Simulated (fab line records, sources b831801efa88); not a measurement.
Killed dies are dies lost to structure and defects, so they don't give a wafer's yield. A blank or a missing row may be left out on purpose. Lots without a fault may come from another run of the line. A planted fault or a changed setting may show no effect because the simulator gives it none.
fab line records | flow sky130
record lots=6 wafers=18 last_day=49
route steps=708 shown POLY_GATE@229 LDD_N@237 PAD_OPEN@708
lots that met no fault: from a run of the same line without faults
start_h: hours from the record's first day to the start of the lot's first wafer shown | wait_h: hours since the lot's step before | " the same as in the row above | L1.1+2: a row that stands for several wafers | - no value, or no start given | * or withheld: withheld | < > ~ a bound
route shown NAME@n: a module of which the file shows steps, and the number in the route of the first | usual: mean/standard deviation of fault-free wafers | same: alike in all rows | chamber/n: place in a boat | sites: the reading at each site | _std_site: their standard deviation | _edge_site: outer sites' mean less inner sites' | radius_mm: how far each site lies from the wafer's centre | mask NAME#n: copy n | behind: the tool/chamber that last shaped the wafer | hold: why the lot was held/for how many hours/how that ended | device: the transistor (n, p or np) that didn't switch | end of line: the same wafers' tests at the end of the route | a step without rows: its recipe alone | killed: dies lost to structure and defects at the first sort, not the wafer's yield | map: a wafer's dies, x killed, . not, _ none there
set.NAME: the setting as run; set.NAME@STEP: as run at that earlier step | model.NAME: the simulator's own value behind a step, which no gauge read
lots at some steps of the route; a table a step, a row a wafer
services: from which hour (start_h, from the record's first day; less than 0 if before it) a tool's chamber was out of use, for how many hours, and why
## steps
# step SKY_POLY_GATE_ETCH_15
# recipe chemistry=N2/H2 target=BARC ion_energy_ev=200 source_w=500 bias_w=100 pressure_mtorr=30 n2_flow_sccm=100 h2_flow_sccm=200 stop_on=SiO2 time_s=118.5 target_depth_a=1100
# usual drypump_motor_current_A=5.7/0.44 oes_product_au=0.716/0.0052 throttle_valve_pct=13.211/0.0085
# columns lot.wafer tool chamber start_h wait_h drypump_motor_current_A oes_product_au rf_hours_counter_h throttle_valve_pct
L309.1 rie_diel-01 3 380.29 0.0 6.6 0.716 5 13.209
L309.4 " 2 " " 5.5 0.711 5 13.223
L309.6 " 0 " " 4.9 0.716 - 13.220
L312.3 rie_diel-02 0 409.67 0.0 6.1 0.719 2 13.215
L312.4 " 1 " " 5.7 0.713 88 13.217
L312.6 " 0 " " 6.1 0.714 - 13.202
L316.2 rie_diel-02 2 434.32 0.0 5.2 0.716 82 13.217
L316.5 " 1 " " 5.7 0.721 - 13.212
L316.6 " 2 " " 5.2 0.710 - 13.210
L318.1 rie_diel-02 0 463.87 0.0 6.0 0.708 3 13.220
L318.2 " 2 " " 5.2 0.703 83 13.198
L318.3 " 1 " " 5.7 0.715 89 13.229
L324.2 rie_diel-03 2 521.77 0.0 5.8 0.714 5 13.204
L324.5 " 1 " " 5.6 0.715 - 13.211
L324.6 " 0 " " 5.0 0.709 - 13.205
L327.2 rie_diel-02 3 536.82 0.0 5.9 0.721 1 13.223
L327.4 " 1 " " 5.7 0.715 0 13.228
L327.5 " 1 " " 5.7 0.713 - 13.226
# step SKY_POLY_GATE_ETCH_16
# recipe stop_on=poly-Si chemistry=CH3F/O2 target=Si3N4 source_w=400 bias_w=80 pressure_mtorr=25 ch3f_flow_sccm=40 O2_flow_sccm=30 time_s=147.5 target_depth_a=750
# usual drypump_motor_current_A=5.7/0.45 oes_product_au=0.641/0.0052 throttle_valve_pct=10.536/0.0091
# columns lot.wafer tool chamber start_h wait_h drypump_motor_current_A oes_product_au rf_hours_counter_h throttle_valve_pct
L309.1 rie_diel-01 3 380.37 0.0 6.6 0.644 5 10.527
L309.4 " 2 " " 5.5 0.643 5 10.532
L309.6 " 0 " " 4.9 0.642 - 10.534
L312.3 rie_diel-02 0 409.75 0.0 6.0 0.639 2 10.529
L312.4 " 1 " " 5.7 0.637 88 10.546
L312.6 " 0 " " 6.0 0.631 - 10.538
L316.2 rie_diel-02 2 434.40 0.0 5.2 0.638 82 10.527
L316.5 " 1 " " 5.7 0.638 - 10.547
L316.6 " 2 " " 5.2 0.643 - 10.541
L318.1 rie_diel-02 0 463.96 0.0 6.1 0.636 3 10.525
L318.2 " 2 " " 5.2 0.640 83 10.530
L318.3 " 1 " " 5.7 0.641 89 10.541
L324.2 rie_diel-03 2 521.86 0.0 5.7 0.639 6 10.542
L324.5 " 1 " " 5.6 0.638 - 10.541
L324.6 " 0 " " 5.0 0.636 - 10.540
L327.2 rie_diel-02 3 536.91 0.0 5.9 0.643 1 10.544
L327.4 " 1 " " 5.7 0.640 0 10.543
L327.5 " 1 " " 5.7 0.648 - 10.538
# step SKY_POLY_GATE_ETCH_17
# recipe target_depth_nm=180 stop_on=SiO2 over_etch_frac=0.56667 chemistry=HBr/Cl2 target=poly-Si icp_w=400 bias_w=100 pressure_mtorr=10 HBr_flow_sccm=150 Cl2_flow_sccm=50 time_s=70.5
# usual drypump_motor_current_A=6.1/0.44 oes_product_au=0.984/0.0086 throttle_valve_pct=33.683/0.0086
# columns lot.wafer tool chamber start_h wait_h drypump_motor_current_A oes_product_au rf_hours_counter_h throttle_valve_pct
L309.1 rie_si-01 0 380.47 0.0 5.7 0.966 17 33.688
L309.4 " 3 " " 6.1 0.992 2 33.686
L309.6 " 2 " " 6.6 0.987 - 33.679
L312.3 rie_si-02 2 409.85 0.0 6.8 0.978 1 33.686
L312.4 " 1 " " 5.7 0.974 21 33.687
L312.6 " 2 " " 6.8 0.971 - 33.678
L316.2 rie_si-02 0 434.50 0.0 5.5 0.999 27 33.671
L316.5 " 3 " " 6.0 0.990 - 33.685
L316.6 " 0 " " 5.5 0.990 - 33.686
L318.1 rie_si-02 0 464.06 0.0 5.6 0.983 27 33.683
L318.2 " 3 " " 6.0 0.973 4 33.685
L318.3 " 1 " " 5.7 0.978 21 33.688
L324.2 rie_si-01 0 521.96 0.0 5.7 0.975 18 33.688
L324.5 " 3 " " 6.2 0.997 - 33.679
L324.6 " 0 " " 5.7 0.981 - 33.679
L327.2 rie_si-02 3 537.01 0.0 6.0 1.003 4 33.673
L327.4 " 0 " " 5.6 1.000 28 33.683
L327.5 " 0 " " 5.6 0.999 - 33.668
# step SKY_POLY_GATE_STRIP_18
# recipe chemistry=O2/N2 power_w=1400 pressure_mtorr=1500 platen_temp_c=withheld o2_flow_sccm=3000 n2_flow_sccm=300 overash_fraction=0.5
# usual drypump_motor_current_A=5.4/0.35 oes_product_au=0.361/0.0051 strip_time_to_endpoint_s=3.16/0.043
# same overash_fraction=0.5
# columns lot.wafer tool chamber start_h wait_h drypump_motor_current_A oes_product_au rf_hours_counter_h strip_time_to_endpoint_s
L309.1 plasma_asher-02 1 380.53 0.0 5.8 0.355 54 3.18
L309.4 " 0 " " 5.7 0.365 - 3.14
L309.6 " 0 " " 5.7 0.367 - 3.08
L312.3 plasma_asher-03 0 409.94 0.1 5.3 0.364 - 3.12
L312.4 " 1 " " 4.8 0.363 - 3.16
L312.6 " 1 " " 4.8 0.356 - 3.15
L316.2 plasma_asher-01 0 434.56 0.0 5.1 0.359 75 3.17
L316.5 " 0 " " 5.1 0.364 - 3.13
L316.6 " 1 " " 5.4 0.367 - 3.16
L318.1 plasma_asher-02 1 464.11 0.0 5.8 0.362 64 3.10
L318.2 " 0 " " 5.7 0.365 64 3.18
L318.3 " 0 " " 5.7 0.355 - 3.15
L324.2 plasma_asher-03 1 522.01 0.0 4.9 0.361 39 3.18
L324.5 " 0 " " 5.3 0.366 - 3.10
L324.6 " 1 " " 4.9 0.365 - 3.21
L327.2 plasma_asher-03 0 537.06 0.0 5.3 0.350 41 3.09
L327.4 " 1 " " 4.9 0.357 - 3.05
L327.5 " 0 " " 5.3 0.359 - 3.07
# step SKY_POLY_GATE_CLEAN_19
# recipe chemistry=SC1/SC2 mix=1:4:20 temp_c=70 time_s=150 dry=n2_spin
# step SKY_POLY_GATE_OXIDATION_20
# recipe temp_c=850 ambient=O2 stabilise_s=600 purge_s=300 target_thk_a=40 ox_time_s=899
# step SKY_POLY_GATE_THK_MEAS_21
# recipe reads=SiO2_of_POLY_GATE_OXIDATION_20
# usual POLY_GATE_OXIDATION_THK=3.96/0.082
# columns lot.wafer tool chamber start_h wait_h POLY_GATE_OXIDATION_THK[nm]
L309.1 film_metro-01 - 382.03 0.0 3.84
L309.4 " - " " 3.83
L309.6 " - " " 3.91
L312.3 film_metro-04 - 411.49 0.0 4.10
L312.4 " - " " 4.10
L312.6 " - " " 4.01
L316.2 film_metro-04 - 436.73 0.0 3.94
L316.5 " - " " 4.00
L316.6 " - " " 3.95
L318.1 film_metro-01 - 465.90 0.0 4.01
L318.2 " - " " 4.05
L318.3 " - " " 3.91
L324.2 film_metro-02 - 524.54 0.0 3.99
L324.5 " - " " 3.99
L324.6 " - " " 4.03
L327.2 film_metro-01 - 538.52 0.0 4.00
L327.4 " - " " 3.99
L327.5 " - " " 4.00
# step SKY_POLY_GATE_CD_MEAS_22
# usual cd_nm=149.9/2.2
# columns lot.wafer tool chamber start_h wait_h cd_nm
L309.1 cd_sem-02 - 382.09 0.1 151.7
L309.4 " - " " 151.3
L309.6 " - " " 151.1
L312.3 cd_sem-01 - 411.59 0.1 151.9
L312.4 " - " " 150.5
L312.6 " - " " 153.0
L316.2 cd_sem-01 - 436.81 0.1 146.8
L316.5 " - " " 145.7
L316.6 " - " " 148.2
L318.1 cd_sem-01 - 465.96 0.1 150.5
L318.2 " - " " 148.7
L318.3 " - " " 149.8
L324.2 cd_sem-01 - 524.62 0.1 155.9
L324.5 " - " " 151.8
L324.6 " - " " 151.8
L327.2 cd_sem-02 - 538.60 0.1 147.7
L327.4 " - " " 152.7
L327.5 " - " " 153.0
# step SKY_LDD_N_DEHYDRATE_00
# recipe temp_c=200 time_s=60
# step SKY_LDD_N_HMDS_01
# recipe prime_time_s=60 prime_temp_c=120
# step SKY_LDD_N_COAT_02
# recipe resist=NOVOLAK spin_rpm=3000 resist_thk_nm=300
# step SKY_LDD_N_SOFTBAKE_03
# recipe temp_c=90 time_s=60 resist=NOVOLAK
# step SKY_LDD_N_EXPOSE_04
# recipe mask_id=NTM target_cd_nm=840 na=0.6 source_shape=conventional sigma_outer=0.6 dose_mj=110
# usual stage_vel_mm_s=500.01/0.25
# columns lot.wafer tool chamber start_h wait_h mask stage_vel_mm_s model.LDD_N.overlay_x_nm
L309.1 iline_stepper-02 0 397.24 - NTM#0 499.63 -2.661
L309.4 " 0 " " NTM#0 499.98 -2.661
L309.6 " 0 " " NTM#0 500.30 -2.661
L312.3 iline_stepper-01 0 427.05 - NTM#0 500.00 -1.169
L312.4 " 0 " " NTM#0 499.63 -1.169
L312.6 " 0 " " NTM#0 499.67 -1.169
L316.2 iline_stepper-02 0 452.09 - NTM#0 499.66 54.18
L316.5 " 0 " " NTM#0 499.71 54.18
L316.6 " 0 " " NTM#0 500.16 54.18
L318.1 iline_stepper-02 0 481.29 - NTM#0 499.69 52.99
L318.2 " 0 " " NTM#0 500.04 52.99
L318.3 " 0 " " NTM#0 499.70 52.99
L324.2 iline_stepper-01 0 539.29 - NTM#0 499.89 0.2498
L324.5 " 0 " " NTM#0 499.88 0.2498
L324.6 " 0 " " NTM#0 499.88 0.2498
L327.2 iline_stepper-01 0 553.91 - NTM#0 500.23 -1.452
L327.4 " 0 " " NTM#0 500.26 -1.452
L327.5 " 0 " " NTM#0 499.90 -1.452
# step SKY_LDD_N_PEB_05
# recipe temp_c=withheld time_s=* resist=NOVOLAK
# step SKY_LDD_N_DEVELOP_06
# recipe develop_time_s=60 dev_temp_c=23
# step SKY_LDD_N_OVL_MEAS_07
# usual LDD_N_OVL=-1.0/1.3
# columns lot.wafer tool chamber start_h wait_h LDD_N_OVL[nm]
L309.1 overlay-02 - 411.22 0.1 -1.7
L309.4 " - " " -0.1
L309.6 " - " " -2.2
L312.3 overlay-01 - 441.88 0.1 -1.4
L312.4 " - " " -1.7
L312.6 " - " " -0.7
L316.2 overlay-01 - 466.82 0.1 52.8
L316.5 " - " " 54.4
L316.6 " - " " 52.7
L318.1 overlay-02 - 496.42 0.1 54.2
L318.2 " - " " 54.3
L318.3 " - " " 53.5
L324.2 overlay-01 - 554.56 0.1 0.1
L324.5 " - " " 0.4
L324.6 " - " " -0.8
L327.2 overlay-02 - 568.11 0.1 -1.8
L327.4 " - " " -2.4
L327.5 " - " " -0.9
# step SKY_LDD_N_IMPLANT_08
# recipe species=As energy_kev=20 dose_cm2=7.5e+13 tilt_deg=withheld rotation_deg=23
# step SKY_PAD_OPEN_PROBE_99
# usual killed_at_M0_to_M3=44/6.5 killed_at_M4_up=3.3/1.7 killed_at_contacts=25/5.3 killed_at_front_end=15/5 killed_at_other=0.2/0.47 killed_dies=87/9.9 killed_open=47/8 killed_short=39/6.1
# same gross_dies=492 killed_at_back_side=0
# columns lot.wafer tool chamber start_h wait_h killed_at_M0_to_M3 killed_at_M4_up killed_at_contacts killed_at_front_end killed_at_other killed_dies killed_open killed_short
L309.1 prober-02 - 1081.78 0.1 36 1 19 11 0 67 39 28
L309.4 prober-02 - 1081.93 0.2 39 4 27 15 0 85 46 39
L309.6 prober-02 - 1082.03 0.2 31 2 29 20 0 82 38 44
L316.2 prober-01 - 1123.43 0.1 46 3 26 20 0 95 52 43
L316.5 prober-01 - 1123.58 0.2 45 4 26 13 0 88 47 41
L316.6 prober-01 - 1123.63 0.2 43 2 19 13 0 77 48 29
# killed by level:class
L309.1 VIA1:geometric_particle:open=11 LI_CONTACT:geometric_particle:open=8 CONTACT:geometric_particle:open=7 VIA1:geometric_particle:short=6 METAL1:geometric_particle:short=5 FIELD_ISO:geometric_particle:open=4 VIA2:geometric_particle:open=4 FIELD_ISO:geometric_particle:short=3
L309.4 VIA1:geometric_particle:open=10 LI_CONTACT:geometric_particle:open=9 CONTACT:geometric_particle:open=7 METAL1:geometric_particle:short=7 FIELD_ISO:geometric_particle:open=6 CONTACT:geometric_particle:short=5 FIELD_ISO:geometric_particle:short=4 METAL4:geometric_particle:short=4
L309.6 CONTACT:geometric_particle:open=12 FIELD_ISO:geometric_particle:short=7 METAL2:geometric_particle:short=7 LI_CONTACT:geometric_particle:short=6 CONTACT:geometric_particle:short=6 FIELD_ISO:geometric_particle:open=5 METAL2:geometric_particle:open=4 METAL3:geometric_particle:short=4
L316.2 CONTACT:geometric_particle:short=9 VIA1:geometric_particle:open=9 POLY_GATE:geometric_particle:open=8 CONTACT:geometric_particle:open=8 VIA3:geometric_particle:open=7 METAL1:geometric_particle:short=7 METAL2:geometric_particle:short=7 LI_CONTACT:geometric_particle:open=6
L316.5 METAL1:geometric_particle:short=11 CONTACT:geometric_particle:open=11 VIA1:geometric_particle:open=6 VIA2:geometric_particle:open=6 LI_CONTACT:geometric_particle:open=5 VIA3:geometric_particle:open=5 VIA2:geometric_particle:short=4 POLY_GATE:geometric_particle:short=3
L316.6 VIA2:geometric_particle:open=10 VIA1:geometric_particle:open=9 VIA3:geometric_particle:open=8 CONTACT:geometric_particle:open=7 LI_CONTACT:geometric_particle:open=6 METAL1:geometric_particle:short=5 METAL2:geometric_particle:short=4 FIELD_ISO:geometric_particle:open=3
## services
# columns tool chamber start_h hours kind
rie_diel-03 2 381.55 5.0 repair
plasma_asher-01 - 385.87 9.0 repair
rie_si-01 1 401.17 19.9 repair
rie_diel-02 1 420.90 1.6 repair
rie_diel-03 0 427.71 3.1 repair
iline_stepper-02 - 436.06 5.9 repair
iline_stepper-01 - 453.08 1.7 pm
iline_stepper-02 - 455.82 1.7 pm
rie_diel-02 3 460.67 15.2 repair
rie_diel-02 0 465.59 2.8 repair
rie_diel-02 3 477.38 - clean
rie_diel-02 3 477.38 27.8 scheduled_down
rie_diel-02 3 477.38 27.8 vent_cycle
rie_diel-01 2 482.58 5.2 repair
rie_diel-03 - 483.74 14.6 pm
iline_stepper-02 - 497.57 6.5 repair
rie_diel-02 2 507.70 9.4 repair
plasma_asher-03 - 512.74 3.2 repair
rie_diel-02 1 517.21 - clean
rie_diel-02 1 517.21 14.4 scheduled_down
rie_diel-02 1 517.21 14.4 vent_cycle
rie_diel-01 3 528.62 2.4 repair
rie_diel-02 - 533.50 2.8 pm
rie_diel-02 3 540.88 8.3 repair
## key
first_sign step=SKY_LDD_N_OVL_MEAS_07 reading=LDD_N_OVL direction=up sigmas=42 usual=-1.0 struck=53.7
effect none on later readings
model_effect step=SKY_LDD_N_EXPOSE_04 value=LDD_N.overlay_x_nm without=-0.6548 struck=53.59
met_at SKY_LDD_N_EXPOSE_04
struck_wafers L316.2,L316.5,L316.6,L318.1,L318.2,L318.3
tester_left_out L316,L318
onset_between 397.24 452.09
fault kind=scanner_matching_overlay tool=iline_stepper-02 chamber=- onset_h=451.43 steps=SKY_LDD_N_EXPOSE_04 offset=54.24
# tester_left_out: of these lots the tester's yield and bins aren't shown, on N5 and GAA mostly nor the transistor test; their killed dies are dies lost to structure and defects alone, not to doping, threshold or leakage, so they don't give the yield
